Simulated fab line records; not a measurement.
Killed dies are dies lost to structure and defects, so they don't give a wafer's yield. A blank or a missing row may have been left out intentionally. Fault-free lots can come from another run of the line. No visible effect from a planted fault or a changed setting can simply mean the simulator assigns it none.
fab line records / flow sky130 / part 2 of 2: steps 28 to 35 of 35
[record] lots = 5 wafers = 15 last_day = 50
route steps=708 shown VIA1@473 METAL2@483 VIA2@507
lots that met no fault: taken from a fault-free run of the same line
start_h: start of the lot's first displayed wafer, in hours after the record's first day / wait_h: hours since the lot's step before / " same as the row above / L1.1+2: a single row standing in for several wafers / - value missing, or start not given / * or withheld: withheld / < > ~ a bound
route shown NAME@n: a module of which the file shows steps, and the number in the route of the first / usual: mean and standard deviation over wafers with no fault / same: alike in all rows / chamber/n: place in a boat / sites: the reading at each site / _std_site: standard deviation of those values / _edge_site: outer sites' mean less inner sites' / radius_mm: how far each site lies from the wafer's centre / mask NAME#n: copy n / behind: the most recent tool/chamber to have shaped the wafer / hold: the reason the lot was held/the length of the hold in hours/how it ended / device: the transistor (n, p or np) that didn't switch / end of line: tests run on the same wafers once the route is complete / a step with no rows: only its recipe / killed: dies that structure and defects cost at the first sort, which is not the same as the wafer's yield / map: shows each die of a wafer: x if killed, . if not, _ if none is there
set.NAME: the run value of the setting; set.NAME@STEP: its run value at that earlier step / model.NAME: the simulator's own value behind a step, which no gauge read
certain route steps with their lots: each step a table, each wafer a row
services: when a tool's chamber went out of use (start_h, in hours from the record's first day, below 0 if earlier), for how many hours, and the reason
[[steps]]
[step SKY_METAL2_DESCUM_17]
[recipe] chemistry = O2 source_power_w = 150 bias_power_w = 0 pressure_mtorr = 10 temp_c = 40 time_s = 8
[usual] drypump_motor_current_A = 5.7/0.53 oes_product_au = 1.004/0.0072 rf_fwd_power_W = 147.1/0.74
lot.wafer=L077.3 tool=rie_metal-01 chamber=1 start_h=853.42 wait_h=0.0 drypump_motor_current_A=5.7 oes_product_au=1.010 rf_fwd_power_W=147.0 rf_hours_counter_h=-
lot.wafer=L077.4 tool=rie_metal-01 chamber=0 start_h=853.42 wait_h=0.0 drypump_motor_current_A=4.9 oes_product_au=0.990 rf_fwd_power_W=145.7 rf_hours_counter_h=-
lot.wafer=L077.6 tool=rie_metal-01 chamber=1 start_h=853.42 wait_h=0.0 drypump_motor_current_A=5.7 oes_product_au=1.017 rf_fwd_power_W=147.2 rf_hours_counter_h=-
lot.wafer=L089.3 tool=rie_metal-01 chamber=0 start_h=933.83 wait_h=0.0 drypump_motor_current_A=4.9 oes_product_au=1.010 rf_fwd_power_W=146.4 rf_hours_counter_h=-
lot.wafer=L089.5 tool=rie_metal-01 chamber=0 start_h=933.83 wait_h=0.0 drypump_motor_current_A=4.8 oes_product_au=1.010 rf_fwd_power_W=145.9 rf_hours_counter_h=-
lot.wafer=L089.6 tool=rie_metal-01 chamber=1 start_h=933.83 wait_h=0.0 drypump_motor_current_A=5.7 oes_product_au=1.012 rf_fwd_power_W=146.5 rf_hours_counter_h=-
lot.wafer=L090.2 tool=rie_metal-02 chamber=1 start_h=942.91 wait_h=0.0 drypump_motor_current_A=5.5 oes_product_au=0.999 rf_fwd_power_W=148.2 rf_hours_counter_h=4
lot.wafer=L090.4 tool=rie_metal-02 chamber=1 start_h=942.91 wait_h=0.0 drypump_motor_current_A=5.5 oes_product_au=1.000 rf_fwd_power_W=148.4 rf_hours_counter_h=-
lot.wafer=L090.5 tool=rie_metal-02 chamber=0 start_h=942.91 wait_h=0.0 drypump_motor_current_A=6.4 oes_product_au=1.007 rf_fwd_power_W=147.6 rf_hours_counter_h=-
lot.wafer=L091.1 tool=rie_metal-01 chamber=0 start_h=948.11 wait_h=0.0 drypump_motor_current_A=4.9 oes_product_au=1.004 rf_fwd_power_W=145.7 rf_hours_counter_h=10
lot.wafer=L091.4 tool=rie_metal-01 chamber=0 start_h=948.11 wait_h=0.0 drypump_motor_current_A=4.8 oes_product_au=1.005 rf_fwd_power_W=145.6 rf_hours_counter_h=-
lot.wafer=L091.5 tool=rie_metal-01 chamber=0 start_h=948.11 wait_h=0.0 drypump_motor_current_A=4.9 oes_product_au=1.003 rf_fwd_power_W=145.9 rf_hours_counter_h=-
lot.wafer=L095.2 tool=rie_metal-01 chamber=1 start_h=966.46 wait_h=0.0 drypump_motor_current_A=5.7 oes_product_au=1.010 rf_fwd_power_W=145.9 rf_hours_counter_h=12
lot.wafer=L095.4 tool=rie_metal-01 chamber=1 start_h=966.46 wait_h=0.0 drypump_motor_current_A=5.7 oes_product_au=1.007 rf_fwd_power_W=146.9 rf_hours_counter_h=-
lot.wafer=L095.6 tool=rie_metal-01 chamber=1 start_h=966.46 wait_h=0.0 drypump_motor_current_A=5.7 oes_product_au=1.009 rf_fwd_power_W=146.8 rf_hours_counter_h=-
[step SKY_METAL2_ETCH_18]
[recipe] chemistry = N2/H2 target = BARC ion_energy_ev = 200 bias_w = 100 pressure_mtorr = 30 n2_flow_sccm = 100 h2_flow_sccm = 200 icp_w = 500 stop_on = SiO2 time_s = 45.9 target_depth_a = 600
[usual] drypump_motor_current_A = 5.7/0.52 oes_product_au = 0.855/0.0055 rf_fwd_power_W = 495.2/1.9 throttle_valve_pct = 13.225/0.0077
lot.wafer=L077.3 tool=rie_metal-01 chamber=1 start_h=853.46 wait_h=0.0 drypump_motor_current_A=5.7 oes_product_au=0.851 rf_fwd_power_W=494.1 rf_hours_counter_h=- throttle_valve_pct=13.217
lot.wafer=L077.4 tool=rie_metal-01 chamber=0 start_h=853.46 wait_h=0.0 drypump_motor_current_A=4.9 oes_product_au=0.856 rf_fwd_power_W=495.8 rf_hours_counter_h=- throttle_valve_pct=13.220
lot.wafer=L077.6 tool=rie_metal-01 chamber=1 start_h=853.46 wait_h=0.0 drypump_motor_current_A=5.7 oes_product_au=0.847 rf_fwd_power_W=495.9 rf_hours_counter_h=- throttle_valve_pct=13.227
lot.wafer=L089.3 tool=rie_metal-01 chamber=0 start_h=933.87 wait_h=0.0 drypump_motor_current_A=4.9 oes_product_au=0.858 rf_fwd_power_W=492.0 rf_hours_counter_h=- throttle_valve_pct=13.230
lot.wafer=L089.5 tool=rie_metal-01 chamber=0 start_h=933.87 wait_h=0.0 drypump_motor_current_A=4.9 oes_product_au=0.856 rf_fwd_power_W=492.7 rf_hours_counter_h=- throttle_valve_pct=13.214
lot.wafer=L089.6 tool=rie_metal-01 chamber=1 start_h=933.87 wait_h=0.0 drypump_motor_current_A=5.7 oes_product_au=0.854 rf_fwd_power_W=496.0 rf_hours_counter_h=- throttle_valve_pct=13.228
lot.wafer=L090.2 tool=rie_metal-02 chamber=1 start_h=942.95 wait_h=0.0 drypump_motor_current_A=5.5 oes_product_au=0.849 rf_fwd_power_W=495.0 rf_hours_counter_h=4 throttle_valve_pct=13.234
lot.wafer=L090.4 tool=rie_metal-02 chamber=1 start_h=942.95 wait_h=0.0 drypump_motor_current_A=5.5 oes_product_au=0.865 rf_fwd_power_W=497.1 rf_hours_counter_h=- throttle_valve_pct=13.229
lot.wafer=L090.5 tool=rie_metal-02 chamber=0 start_h=942.95 wait_h=0.0 drypump_motor_current_A=6.4 oes_product_au=0.857 rf_fwd_power_W=499.7 rf_hours_counter_h=- throttle_valve_pct=13.226
lot.wafer=L091.1 tool=rie_metal-01 chamber=0 start_h=948.14 wait_h=0.0 drypump_motor_current_A=4.9 oes_product_au=0.857 rf_fwd_power_W=493.6 rf_hours_counter_h=10 throttle_valve_pct=13.229
lot.wafer=L091.4 tool=rie_metal-01 chamber=0 start_h=948.14 wait_h=0.0 drypump_motor_current_A=4.9 oes_product_au=0.855 rf_fwd_power_W=494.1 rf_hours_counter_h=- throttle_valve_pct=13.243
lot.wafer=L091.5 tool=rie_metal-01 chamber=0 start_h=948.14 wait_h=0.0 drypump_motor_current_A=4.8 oes_product_au=0.855 rf_fwd_power_W=495.6 rf_hours_counter_h=- throttle_valve_pct=13.225
lot.wafer=L095.2 tool=rie_metal-01 chamber=1 start_h=966.49 wait_h=0.0 drypump_motor_current_A=5.7 oes_product_au=0.850 rf_fwd_power_W=494.2 rf_hours_counter_h=12 throttle_valve_pct=13.231
lot.wafer=L095.4 tool=rie_metal-01 chamber=1 start_h=966.49 wait_h=0.0 drypump_motor_current_A=5.7 oes_product_au=0.852 rf_fwd_power_W=493.9 rf_hours_counter_h=- throttle_valve_pct=13.215
lot.wafer=L095.6 tool=rie_metal-01 chamber=1 start_h=966.49 wait_h=0.0 drypump_motor_current_A=5.7 oes_product_au=0.857 rf_fwd_power_W=491.9 rf_hours_counter_h=- throttle_valve_pct=13.224
[step SKY_METAL2_METAL_ETCH_19]
[recipe] target_depth_a = 3600 stop_on = SiO2 over_etch_frac = 0.3 time_s = 78 chemistry = Cl2/BCl3 resist_sidewall_deg = 88 pressure_mtorr = 10 icp_w = 900 bias_w = 48.5 Cl2_flow_sccm = 60 bcl3_flow_sccm = 30
[usual] drypump_motor_current_A = 5.7/0.53 oes_product_au = 0.855/0.0055 rf_fwd_power_W = 894/3 throttle_valve_pct = 22.265/0.0085
lot.wafer=L077.3 tool=rie_metal-01 chamber=1 start_h=853.53 wait_h=0.1 drypump_motor_current_A=5.7 oes_product_au=0.852 rf_fwd_power_W=896 rf_hours_counter_h=- throttle_valve_pct=22.256
lot.wafer=L077.4 tool=rie_metal-01 chamber=0 start_h=853.53 wait_h=0.1 drypump_motor_current_A=4.9 oes_product_au=0.845 rf_fwd_power_W=892 rf_hours_counter_h=- throttle_valve_pct=22.264
lot.wafer=L077.6 tool=rie_metal-01 chamber=1 start_h=853.53 wait_h=0.1 drypump_motor_current_A=5.7 oes_product_au=0.846 rf_fwd_power_W=897 rf_hours_counter_h=- throttle_valve_pct=22.277
lot.wafer=L089.3 tool=rie_metal-01 chamber=0 start_h=933.95 wait_h=0.1 drypump_motor_current_A=4.8 oes_product_au=0.859 rf_fwd_power_W=887 rf_hours_counter_h=- throttle_valve_pct=22.270
lot.wafer=L089.5 tool=rie_metal-01 chamber=0 start_h=933.95 wait_h=0.1 drypump_motor_current_A=4.8 oes_product_au=0.856 rf_fwd_power_W=890 rf_hours_counter_h=- throttle_valve_pct=22.265
lot.wafer=L089.6 tool=rie_metal-01 chamber=1 start_h=933.95 wait_h=0.1 drypump_motor_current_A=5.7 oes_product_au=0.860 rf_fwd_power_W=898 rf_hours_counter_h=- throttle_valve_pct=22.258
lot.wafer=L090.2 tool=rie_metal-02 chamber=1 start_h=943.04 wait_h=0.1 drypump_motor_current_A=5.5 oes_product_au=0.859 rf_fwd_power_W=894 rf_hours_counter_h=4 throttle_valve_pct=22.245
lot.wafer=L090.4 tool=rie_metal-02 chamber=1 start_h=943.04 wait_h=0.1 drypump_motor_current_A=5.5 oes_product_au=0.858 rf_fwd_power_W=892 rf_hours_counter_h=- throttle_valve_pct=22.257
lot.wafer=L090.5 tool=rie_metal-02 chamber=0 start_h=943.04 wait_h=0.1 drypump_motor_current_A=6.4 oes_product_au=0.856 rf_fwd_power_W=894 rf_hours_counter_h=- throttle_valve_pct=22.259
lot.wafer=L091.1 tool=rie_metal-01 chamber=0 start_h=948.20 wait_h=0.0 drypump_motor_current_A=4.8 oes_product_au=0.843 rf_fwd_power_W=891 rf_hours_counter_h=10 throttle_valve_pct=22.278
lot.wafer=L091.4 tool=rie_metal-01 chamber=0 start_h=948.20 wait_h=0.0 drypump_motor_current_A=4.9 oes_product_au=0.853 rf_fwd_power_W=889 rf_hours_counter_h=- throttle_valve_pct=22.271
lot.wafer=L091.5 tool=rie_metal-01 chamber=0 start_h=948.20 wait_h=0.0 drypump_motor_current_A=4.9 oes_product_au=0.845 rf_fwd_power_W=892 rf_hours_counter_h=- throttle_valve_pct=22.279
lot.wafer=L095.2 tool=rie_metal-01 chamber=1 start_h=966.55 wait_h=0.0 drypump_motor_current_A=5.8 oes_product_au=0.853 rf_fwd_power_W=894 rf_hours_counter_h=13 throttle_valve_pct=22.271
lot.wafer=L095.4 tool=rie_metal-01 chamber=1 start_h=966.55 wait_h=0.0 drypump_motor_current_A=5.7 oes_product_au=0.861 rf_fwd_power_W=892 rf_hours_counter_h=- throttle_valve_pct=22.261
lot.wafer=L095.6 tool=rie_metal-01 chamber=1 start_h=966.55 wait_h=0.0 drypump_motor_current_A=5.7 oes_product_au=0.855 rf_fwd_power_W=895 rf_hours_counter_h=- throttle_valve_pct=22.274
[step SKY_METAL2_STRIP_20]
[recipe] chemistry = O2/N2 power_w = 1400 pressure_mtorr = 1500 platen_temp_c = withheld o2_flow_sccm = 3000 n2_flow_sccm = 300 overash_fraction = 0.5
[usual] drypump_motor_current_A = 5.9/0.42 oes_product_au = 0.342/0.0045 strip_time_to_endpoint_s = 2.69/0.031
lot.wafer=L077.3 tool=plasma_asher-03 chamber=0 start_h=853.63 wait_h=0.1 drypump_motor_current_A=5.8 oes_product_au=0.339 rf_hours_counter_h=- strip_time_to_endpoint_s=2.66
lot.wafer=L077.4 tool=plasma_asher-03 chamber=1 start_h=853.63 wait_h=0.1 drypump_motor_current_A=5.7 oes_product_au=0.335 rf_hours_counter_h=- strip_time_to_endpoint_s=2.71
lot.wafer=L077.6 tool=plasma_asher-03 chamber=1 start_h=853.63 wait_h=0.1 drypump_motor_current_A=5.7 oes_product_au=0.340 rf_hours_counter_h=- strip_time_to_endpoint_s=2.66
lot.wafer=L089.3 tool=plasma_asher-04 chamber=0 start_h=934.04 wait_h=0.1 drypump_motor_current_A=6.0 oes_product_au=0.344 rf_hours_counter_h=- strip_time_to_endpoint_s=2.70
lot.wafer=L089.5 tool=plasma_asher-04 chamber=1 start_h=934.04 wait_h=0.1 drypump_motor_current_A=5.3 oes_product_au=0.340 rf_hours_counter_h=- strip_time_to_endpoint_s=2.73
lot.wafer=L089.6 tool=plasma_asher-04 chamber=0 start_h=934.04 wait_h=0.1 drypump_motor_current_A=6.0 oes_product_au=0.350 rf_hours_counter_h=- strip_time_to_endpoint_s=2.68
lot.wafer=L090.2 tool=plasma_asher-04 chamber=1 start_h=943.16 wait_h=0.1 drypump_motor_current_A=5.3 oes_product_au=0.344 rf_hours_counter_h=104 strip_time_to_endpoint_s=2.72
lot.wafer=L090.4 tool=plasma_asher-04 chamber=1 start_h=943.16 wait_h=0.1 drypump_motor_current_A=5.3 oes_product_au=0.344 rf_hours_counter_h=- strip_time_to_endpoint_s=2.72
lot.wafer=L090.5 tool=plasma_asher-04 chamber=0 start_h=943.16 wait_h=0.1 drypump_motor_current_A=6.0 oes_product_au=0.339 rf_hours_counter_h=- strip_time_to_endpoint_s=2.69
lot.wafer=L091.1 tool=plasma_asher-03 chamber=1 start_h=948.29 wait_h=0.1 drypump_motor_current_A=5.7 oes_product_au=0.333 rf_hours_counter_h=86 strip_time_to_endpoint_s=2.70
lot.wafer=L091.4 tool=plasma_asher-03 chamber=0 start_h=948.29 wait_h=0.1 drypump_motor_current_A=5.8 oes_product_au=0.337 rf_hours_counter_h=- strip_time_to_endpoint_s=2.70
lot.wafer=L091.5 tool=plasma_asher-03 chamber=0 start_h=948.29 wait_h=0.1 drypump_motor_current_A=5.8 oes_product_au=0.344 rf_hours_counter_h=- strip_time_to_endpoint_s=2.68
lot.wafer=L095.2 tool=plasma_asher-04 chamber=1 start_h=966.64 wait_h=0.1 drypump_motor_current_A=5.3 oes_product_au=0.350 rf_hours_counter_h=107 strip_time_to_endpoint_s=2.66
lot.wafer=L095.4 tool=plasma_asher-04 chamber=1 start_h=966.64 wait_h=0.1 drypump_motor_current_A=5.3 oes_product_au=0.344 rf_hours_counter_h=- strip_time_to_endpoint_s=2.66
lot.wafer=L095.6 tool=plasma_asher-04 chamber=0 start_h=966.64 wait_h=0.1 drypump_motor_current_A=6.0 oes_product_au=0.340 rf_hours_counter_h=- strip_time_to_endpoint_s=2.66
[step SKY_METAL2_STRIP_21]
[recipe] chemistry = post_etch_residue_remover time_s = 1200 temp_c = 72.5
[usual] bath_heat_duty_pct = 13.9/1.1
lot.wafer=L077.3 tool=wet_bench-03 chamber=3 start_h=853.69 wait_h=0.0 bath_heat_duty_pct=12.4
lot.wafer=L077.4 tool=wet_bench-03 chamber=3 start_h=853.69 wait_h=0.0 bath_heat_duty_pct=14.0
lot.wafer=L077.6 tool=wet_bench-03 chamber=3 start_h=853.69 wait_h=0.0 bath_heat_duty_pct=13.3
lot.wafer=L089.3 tool=wet_bench-03 chamber=0 start_h=934.11 wait_h=0.0 bath_heat_duty_pct=15.0
lot.wafer=L089.5 tool=wet_bench-03 chamber=0 start_h=934.11 wait_h=0.0 bath_heat_duty_pct=16.2
lot.wafer=L089.6 tool=wet_bench-03 chamber=0 start_h=934.11 wait_h=0.0 bath_heat_duty_pct=14.8
lot.wafer=L090.2 tool=wet_bench-04 chamber=1 start_h=943.26 wait_h=0.1 bath_heat_duty_pct=15.9
lot.wafer=L090.4 tool=wet_bench-04 chamber=1 start_h=943.26 wait_h=0.1 bath_heat_duty_pct=16.2
lot.wafer=L090.5 tool=wet_bench-04 chamber=1 start_h=943.26 wait_h=0.1 bath_heat_duty_pct=15.2
lot.wafer=L091.1 tool=wet_bench-01 chamber=0 start_h=948.39 wait_h=0.1 bath_heat_duty_pct=12.4
lot.wafer=L091.4 tool=wet_bench-01 chamber=0 start_h=948.39 wait_h=0.1 bath_heat_duty_pct=13.3
lot.wafer=L091.5 tool=wet_bench-01 chamber=0 start_h=948.39 wait_h=0.1 bath_heat_duty_pct=12.5
lot.wafer=L095.2 tool=wet_bench-03 chamber=1 start_h=966.77 wait_h=0.1 bath_heat_duty_pct=13.7
lot.wafer=L095.4 tool=wet_bench-03 chamber=1 start_h=966.77 wait_h=0.1 bath_heat_duty_pct=14.8
lot.wafer=L095.6 tool=wet_bench-03 chamber=1 start_h=966.77 wait_h=0.1 bath_heat_duty_pct=14.9
[step SKY_METAL2_CLEAN_22]
[recipe] chemistry = IPA time_s = 180 temp_c = 25
[usual] bath_heat_duty_pct = 6.2/0.69
lot.wafer=L077.3 tool=wet_bench-04 chamber=0 start_h=854.07 wait_h=0.0 bath_heat_duty_pct=4.8
lot.wafer=L077.4 tool=wet_bench-04 chamber=0 start_h=854.07 wait_h=0.0 bath_heat_duty_pct=5.8
lot.wafer=L077.6 tool=wet_bench-04 chamber=0 start_h=854.07 wait_h=0.0 bath_heat_duty_pct=4.9
lot.wafer=L089.3 tool=wet_bench-04 chamber=1 start_h=934.45 wait_h=0.0 bath_heat_duty_pct=6.8
lot.wafer=L089.5 tool=wet_bench-04 chamber=1 start_h=934.45 wait_h=0.0 bath_heat_duty_pct=6.4
lot.wafer=L089.6 tool=wet_bench-04 chamber=1 start_h=934.45 wait_h=0.0 bath_heat_duty_pct=6.9
lot.wafer=L090.2 tool=wet_bench-03 chamber=0 start_h=943.60 wait_h=0.0 bath_heat_duty_pct=7.1
lot.wafer=L090.4 tool=wet_bench-03 chamber=0 start_h=943.60 wait_h=0.0 bath_heat_duty_pct=6.6
lot.wafer=L090.5 tool=wet_bench-03 chamber=0 start_h=943.60 wait_h=0.0 bath_heat_duty_pct=5.7
lot.wafer=L091.1 tool=wet_bench-03 chamber=1 start_h=948.74 wait_h=0.0 bath_heat_duty_pct=6.0
lot.wafer=L091.4 tool=wet_bench-03 chamber=1 start_h=948.74 wait_h=0.0 bath_heat_duty_pct=5.3
lot.wafer=L091.5 tool=wet_bench-03 chamber=1 start_h=948.74 wait_h=0.0 bath_heat_duty_pct=6.5
lot.wafer=L095.2 tool=wet_bench-01 chamber=0 start_h=967.14 wait_h=0.0 bath_heat_duty_pct=6.2
lot.wafer=L095.4 tool=wet_bench-01 chamber=0 start_h=967.14 wait_h=0.0 bath_heat_duty_pct=5.6
lot.wafer=L095.6 tool=wet_bench-01 chamber=0 start_h=967.14 wait_h=0.0 bath_heat_duty_pct=6.0
[step SKY_METAL2_CLEAN_23]
[recipe] chemistry = O3/DIW dry = n2_spin
lot.wafer=L077.3+4+6 tool=wet_bench-01 chamber=2 start_h=854.12 wait_h=0.0
lot.wafer=L089.3+5+6 tool=wet_bench-01 chamber=2 start_h=934.51 wait_h=0.0
lot.wafer=L090.2+4+5 tool=wet_bench-01 chamber=2 start_h=943.66 wait_h=0.0
lot.wafer=L091.1+4+5 tool=wet_bench-04 chamber=2 start_h=948.79 wait_h=0.0
lot.wafer=L095.2+4+6 tool=wet_bench-03 chamber=3 start_h=967.20 wait_h=0.0
[step SKY_VIA2_HDPCVD_00]
[recipe] material = SiO2 target_thk_nm = 1180 sigma_open_frac = 0.3 time_s = 196.7 temp_c = 400 sih4_flow_sccm = 60 pressure_mtorr = 6
lot.wafer=L077.3+4+6 tool=hdpcvd-02 chamber=1,2,0 start_h=854.22 wait_h=0.0
lot.wafer=L089.3+5+6 tool=hdpcvd-01 chamber=2,1,2 start_h=934.60 wait_h=0.0
lot.wafer=L090.2+4+5 tool=hdpcvd-01 chamber=1,1,2 start_h=943.75 wait_h=0.0
lot.wafer=L091.1+4+5 tool=hdpcvd-02 chamber=1,2,1 start_h=948.89 wait_h=0.0
lot.wafer=L095.2+4+6 tool=hdpcvd-02 chamber=1,0,2 start_h=967.30 wait_h=0.0
[[services]]
tool=plasma_asher-02 chamber=- start_h=813.28 hours=2.8 kind=pm
tool=hdpcvd-02 chamber=- start_h=814.83 hours=1.9 kind=repair
tool=pvd_sputter-03 chamber=- start_h=830.85 hours=1.2 kind=repair
tool=krf_scanner-01 chamber=- start_h=837.47 hours=1.3 kind=pm
tool=cmp-02 chamber=- start_h=838.25 hours=2.7 kind=repair
tool=wet_bench-01 chamber=- start_h=846.31 hours=3.1 kind=repair
tool=krf_scanner-01 chamber=- start_h=867.47 hours=4.0 kind=pm
tool=rie_metal-02 chamber=- start_h=870.06 hours=1.5 kind=repair
tool=pvd_sputter-03 chamber=- start_h=871.82 hours=5.3 kind=repair
tool=hdpcvd-02 chamber=- start_h=873.97 hours=0.3 kind=repair
tool=krf_scanner-01 chamber=- start_h=874.11 hours=2.5 kind=repair
tool=plasma_asher-02 chamber=- start_h=877.02 hours=4.0 kind=repair
tool=pvd_sputter-01 chamber=- start_h=878.05 hours=16.1 kind=repair
tool=krf_scanner-01 chamber=- start_h=891.47 hours=8.2 kind=repair
tool=cmp-02 chamber=- start_h=899.44 hours=6.2 kind=repair
tool=cmp-02 chamber=- start_h=906.38 hours=4.1 kind=repair
tool=krf_scanner-01 chamber=- start_h=908.47 hours=1.0 kind=pm
tool=rie_metal-01 chamber=- start_h=912.37 hours=2.8 kind=pm
tool=rie_metal-01 chamber=- start_h=920.22 hours=0.5 kind=repair
tool=plasma_asher-03 chamber=- start_h=921.52 hours=1.1 kind=repair
tool=cmp-02 chamber=- start_h=933.24 hours=1.0 kind=repair
tool=krf_scanner-01 chamber=- start_h=934.57 hours=0.8 kind=pm
tool=pvd_sputter-03 chamber=- start_h=940.61 hours=5.2 kind=repair
tool=pvd_sputter-03 chamber=- start_h=944.92 hours=1.8 kind=repair
